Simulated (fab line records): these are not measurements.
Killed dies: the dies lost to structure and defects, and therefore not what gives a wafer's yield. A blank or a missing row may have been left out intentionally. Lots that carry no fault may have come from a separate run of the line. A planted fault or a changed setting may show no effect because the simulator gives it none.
Which tool is to blame? | flow sky130 | Sampling: 24 lots, 72 wafers, 4 of 708 route steps

WHAT THE GAUGES SHOWED, per wafer
SKY_CAPM_THK_MEAS_04: measures by xrf.
lot  | measured     | on            | CAPM_TIN_THK (nm)
L074 | day 36 00:23 | film_metro-02 | 200.2 201.9 202.2
L075 | day 36 17:17 | film_metro-02 | 196.8 195.9 199.3
L076 | day 36 21:14 | film_metro-02 | 199.6 197.0 199.0
L077 | day 37 04:08 | film_metro-02 | 195.7 197.5 198.0
L078 | day 37 11:58 | film_metro-01 | 197.8 200.0 197.7
L079 | day 38 00:15 | film_metro-03 | 200.0 203.5 201.5
L082 | day 38 18:13 | film_metro-02 | 200.4 199.6 199.9
L081 | day 38 19:37 | film_metro-03 | 201.1 200.2 201.5
L080 | day 38 20:17 | film_metro-03 | 200.2 200.5 201.9
L083 | day 39 08:02 | film_metro-01 | 202.7 201.3 201.2
L084 | day 39 15:59 | film_metro-01 | 199.8 198.7 199.7
L085 | day 39 19:38 | film_metro-02 | 198.1 199.5 200.7
L086 | day 40 03:32 | film_metro-01 | 203.4 203.2 202.9
L087 | day 40 07:02 | film_metro-01 | 200.4 199.5 200.1
L088 | day 40 12:46 | film_metro-01 | 196.5 200.4 196.8
L089 | day 40 22:09 | film_metro-03 | 201.9 202.8 204.9
L090 | day 41 09:52 | film_metro-03 | 206.2 202.9 201.6
L091 | day 41 14:01 | film_metro-03 | 201.1 197.7 195.4
L092 | day 41 14:19 | film_metro-01 | 203.0 199.9 200.7
L093 | day 42 07:04 | film_metro-03 | 203.5 200.9 202.2
L094 | day 42 09:34 | film_metro-03 | 203.5 206.7 206.9
L095 | day 42 13:16 | film_metro-02 | 198.6 201.1 198.0
L096 | day 42 16:01 | film_metro-01 | 203.8 200.4 204.4
L097 | day 44 07:46 | film_metro-01 | 200.3 203.5 199.8

SKY_VIA3_BOW_MEAS_03.
lot  | measured     | on            | VIA3_BOW (um)
L074 | day 38 05:10 | film_metro-03 | 80 81 85
L075 | day 38 23:23 | film_metro-04 | 82 77 84
L076 | day 39 02:17 | film_metro-02 | 80 80 83
L077 | day 39 08:46 | film_metro-02 | 73 74 73
L078 | day 39 16:19 | film_metro-03 | 83 81 76
L079 | day 40 03:32 | film_metro-02 | 89 91 102
L082 | day 41 06:23 | film_metro-03 | 74 79 73
L081 | day 41 06:42 | film_metro-03 | 85 64 74
L080 | day 41 07:56 | film_metro-02 | 77 80 79
L083 | day 41 12:40 | film_metro-04 | 66 79 72
L084 | day 41 14:12 | film_metro-03 | 80 70 85
L085 | day 41 18:07 | film_metro-03 | 88 89 85
L086 | day 42 01:16 | film_metro-04 | 80 78 70
L087 | day 42 07:03 | film_metro-02 | 79 65 80
L088 | day 42 12:12 | film_metro-02 | 79 80 83
L089 | day 42 19:56 | film_metro-02 | 78 74 68
L090 | day 43 09:21 | film_metro-04 | 66 74 73
L091 | day 43 14:26 | film_metro-02 | 82 87 92
L092 | day 43 14:40 | film_metro-03 | 71 62 63
L093 | day 44 06:37 | film_metro-04 | 67 81 74
L094 | day 44 09:11 | film_metro-04 | 83 82 76
L095 | day 44 12:04 | film_metro-03 | 80 91 83
L096 | day 44 15:13 | film_metro-02 | 97 88 83
L097 | day 46 04:22 | film_metro-04 | 60 83 78

SKY_METAL4_CD_MEAS_13: the cd target is 300 nm.
lot  | measured     | on        | cd_nm (nm)
L074 | day 41 07:38 | cd_sem-02 | 301.9 302.3 301.2
L075 | day 41 21:55 | cd_sem-01 | 298.8 299.7 299.8
L076 | day 42 01:04 | cd_sem-01 | 297.2 297.2 299.2
L077 | day 42 08:32 | cd_sem-01 | 301.1 298.9 298.7
L078 | day 42 14:16 | cd_sem-02 | 299.2 300.4 299.2
L079 | day 43 01:49 | cd_sem-01 | 299.1 299.2 298.8
L082 | day 44 04:41 | cd_sem-02 | 299.5 299.2 300.5
L081 | day 44 05:41 | cd_sem-01 | 299.0 298.0 297.6
L080 | day 44 06:09 | cd_sem-01 | 300.0 300.1 300.2
L083 | day 44 11:28 | cd_sem-01 | 302.0 300.3 300.8
L084 | day 44 13:16 | cd_sem-01 | 300.0 300.6 300.1
L085 | day 44 15:19 | cd_sem-02 | 301.8 299.5 301.0
L086 | day 44 21:37 | cd_sem-01 | 298.5 298.2 298.6
L087 | day 45 05:22 | cd_sem-01 | 299.2 300.9 300.6
L088 | day 45 09:37 | cd_sem-02 | 297.1 299.1 296.7
L089 | day 45 15:03 | cd_sem-02 | 300.4 298.4 302.2
L090 | day 46 06:08 | cd_sem-02 | 300.1 298.8 298.1
L091 | day 46 10:04 | cd_sem-02 | 301.4 301.6 302.0
L092 | day 46 11:01 | cd_sem-02 | 298.1 298.8 298.3
L093 | day 46 23:37 | cd_sem-02 | 299.0 300.6 300.5
L094 | day 47 03:14 | cd_sem-02 | 299.6 302.8 301.4
L095 | day 47 04:16 | cd_sem-01 | 303.1 303.8 302.5
L096 | day 47 07:29 | cd_sem-02 | 301.5 300.8 299.4
L097 | day 48 16:47 | cd_sem-01 | 299.7 301.0 299.0

WHICH TOOL RAN EACH LOT (tool, then ch and the chambers of the sampled wafers, then the start)
lot  | SKY_VIA3_CMP_24
L074 | cmp-01 ch 1,3, day 39 07:33
L075 | cmp-02 ch 0,3, day 40 00:50
L076 | cmp-01 ch 0,1,3, day 40 03:58
L077 | cmp-01 ch 0,3, day 40 10:29
L078 | cmp-02 ch 2,3, day 40 17:53
L079 | cmp-01 ch 0,1,2, day 41 04:44
L082 | cmp-02 ch 0,2,3, day 42 06:33
L081 | cmp-01 ch 1,2, day 42 06:36
L080 | cmp-02 ch 0,2,3, day 42 07:53
L083 | cmp-02 ch 1,2,3, day 42 12:55
L084 | cmp-02 ch 0,1,3, day 42 15:09
L085 | cmp-01 ch 0,2,3, day 42 18:37
L086 | cmp-01 ch 2,3, day 42 23:53
L087 | cmp-02 ch 2,3, day 43 07:08
L088 | cmp-02 ch 0,1,2, day 43 12:05
L089 | cmp-01 ch 1,2, day 43 19:28
L090 | cmp-02 ch 1,2,3, day 44 09:30
L091 | cmp-01 ch 0,1,2, day 44 14:44
L092 | cmp-01 ch 0,2, day 44 15:25
L093 | cmp-01 ch 0,2,3, day 45 05:50
L094 | cmp-02 ch 0,1,3, day 45 08:37
L095 | cmp-01 ch 1,2,3, day 45 11:34
L096 | cmp-01 ch 1,2, day 45 14:07
L097 | cmp-02 ch 0,1,2, day 47 01:37
- SKY_VIA3_CMP_24: polishes, stops on SiO2, t overpolish 20 s, target thk 0 nm.

WHAT THE TOOLS THEMSELVES READ (means of the sampled wafers that have a number; where no wafer has one, the mark that the record gives instead)
SKY_VIA3_CMP_24.
lot  | tool   | head_pressure_psi (psi) | motor_current_A (A) | overpolish_run_s (s) | retaining_ring_pressure_frac | slurry_filter_dp_kPa (kPa) | time_to_endpoint_s (s)
L074 | cmp-01 | 3.505                   | 12.0                | 19.999               | 1.001                        | 13.43                      | 99
L075 | cmp-02 | 3.497                   | 11.2                | 20.005               | 0.998                        | 13.55                      | 92
L076 | cmp-01 | 3.502                   | 10.8                | 20.001               | 1.002                        | 13.51                      | 93
L077 | cmp-01 | 3.496                   | 10.8                | 19.998               | 1.003                        | 13.36                      | 97
L078 | cmp-02 | 3.502                   | 12.0                | 20.003               | 1.010                        | 13.54                      | 93
L079 | cmp-01 | 3.502                   | 10.9                | 20.006               | 1.002                        | 13.56                      | 92
L082 | cmp-02 | 3.496                   | 11.1                | 19.995               | 0.997                        | 13.55                      | 91
L081 | cmp-01 | 3.494                   | 11.3                | 19.991               | 0.999                        | 13.60                      | 90
L080 | cmp-02 | 3.497                   | 11.3                | 19.996               | 1.002                        | 13.53                      | 93
L083 | cmp-02 | 3.501                   | 11.9                | 19.999               | 0.998                        | 13.38                      | 95
L084 | cmp-02 | 3.494                   | 11.5                | 20.004               | 1.003                        | 13.59                      | 99
L085 | cmp-01 | 3.501                   | 10.7                | 20.000               | 1.003                        | 13.49                      | 93
L086 | cmp-01 | 3.494                   | 11.4                | 20.006               | 1.002                        | 13.44                      | 95
L087 | cmp-02 | 3.505                   | 11.6                | 20.007               | 0.999                        | 13.47                      | 95
L088 | cmp-02 | 3.499                   | 11.9                | 20.000               | 1.005                        | 13.49                      | 92
L089 | cmp-01 | 3.500                   | 11.1                | 20.002               | 1.002                        | 13.36                      | 94
L090 | cmp-02 | 3.506                   | 12.1                | 20.003               | 0.998                        | 13.53                      | 90
L091 | cmp-01 | 3.508                   | 10.8                | 19.998               | 0.999                        | 13.64                      | 95
L092 | cmp-01 | 3.498                   | 10.7                | 20.003               | 0.999                        | 13.37                      | 96
L093 | cmp-01 | 3.499                   | 10.8                | 19.996               | 0.999                        | 13.40                      | 96
L094 | cmp-02 | 3.499                   | 11.5                | 19.997               | 1.002                        | 13.47                      | 92
L095 | cmp-01 | 3.506                   | 11.8                | 19.996               | 0.996                        | 13.58                      | 96
L096 | cmp-01 | 3.490                   | 11.6                | 19.999               | 0.998                        | 13.52                      | 98
L097 | cmp-02 | 3.498                   | 12.0                | 19.990               | 0.999                        | 13.53                      | 92

THE ANSWER, worked out from the rows above alone
Rule: the usual values come from the lots themselves. The widest of any qualifying gaps counts: lots, ordered by their means at a reading, are off when they make up no more than a third of the lots, leave a main group of 4 or more, and stand apart from it by 3 or more times the standard deviation of that group's means. Not used: any main group whose means are identical at the precision the tables above print for the reading. A lot without any number at a reading at which 4 lots or more have one is off too. All remaining lots with rows at the step are treated as sound. After the gauges, taken in route order, come the tools' own readings; for these a lot's mean is taken, as printed above. At the first step where some lot is off, the reading lying furthest off is the one used; lots without a number count as furthest.
Across all readings shown, no lot is off: no conclusion can be drawn from this.

WHAT THE SIMULATOR PUT IN
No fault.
